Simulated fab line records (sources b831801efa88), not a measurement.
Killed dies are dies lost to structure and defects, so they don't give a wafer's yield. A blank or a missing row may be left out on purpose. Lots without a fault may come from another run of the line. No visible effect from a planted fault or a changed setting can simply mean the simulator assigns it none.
Matching of chambers / flow sky130 / SKY_FIELD_ISO_ETCH_17 on rie-si-01 has 4 sister chambers
The step etches Si in HBr/Cl2/O2, target depth 342 nm, time 97.7 s. 4 wafers are shown with their chamber, then 7 later ones without.

EACH WAFER AND ITS CHAMBER
wafer=L343.6; chamber=1; drypump-motor-current-A (A)=5.8
wafer=L344.4; chamber=0; drypump-motor-current-A (A)=5.2
wafer=L345.1; chamber=3; drypump-motor-current-A (A)=6.2
wafer=L345.3; chamber=2; drypump-motor-current-A (A)=6.4

WAFERS MISSING THEIR CHAMBER
wafer=L345.4; drypump-motor-current-A (A)=5.7
wafer=L348.1; drypump-motor-current-A (A)=5.7
wafer=L348.2; drypump-motor-current-A (A)=5.2
wafer=L348.5; drypump-motor-current-A (A)=6.4
wafer=L351.3; drypump-motor-current-A (A)=6.2
wafer=L351.4; drypump-motor-current-A (A)=6.4
wafer=L351.5; drypump-motor-current-A (A)=6.4

THE CHAMBER EACH PASSED THROUGH
wafer=L345.4; from the rows above=1; in truth=1
wafer=L348.1; from the rows above=1; in truth=1
wafer=L348.2; from the rows above=0; in truth=0
wafer=L348.5; from the rows above=2; in truth=2
wafer=L351.3; from the rows above=3; in truth=3
wafer=L351.4; from the rows above=2; in truth=2
wafer=L351.5; from the rows above=2; in truth=2
Correct placement for 7 of the 7. Can't be placed from these rows: 0. 0 placed wrongly.
How it was worked out, from the rows above alone: a wafer's distance from a chamber is the root of the sum, over the readings, of the square of ((its reading less the chamber's mean) divided by the reading's scatter). The wafer belongs to the nearest chamber; if the next one is less than 2 further off, it can't be placed. For every chamber, the mean is computed from those of its wafers that are shown. The scatter: with one shown wafer a chamber, the root of the mean of the squares of how far each hidden wafer lies from its nearest shown one.
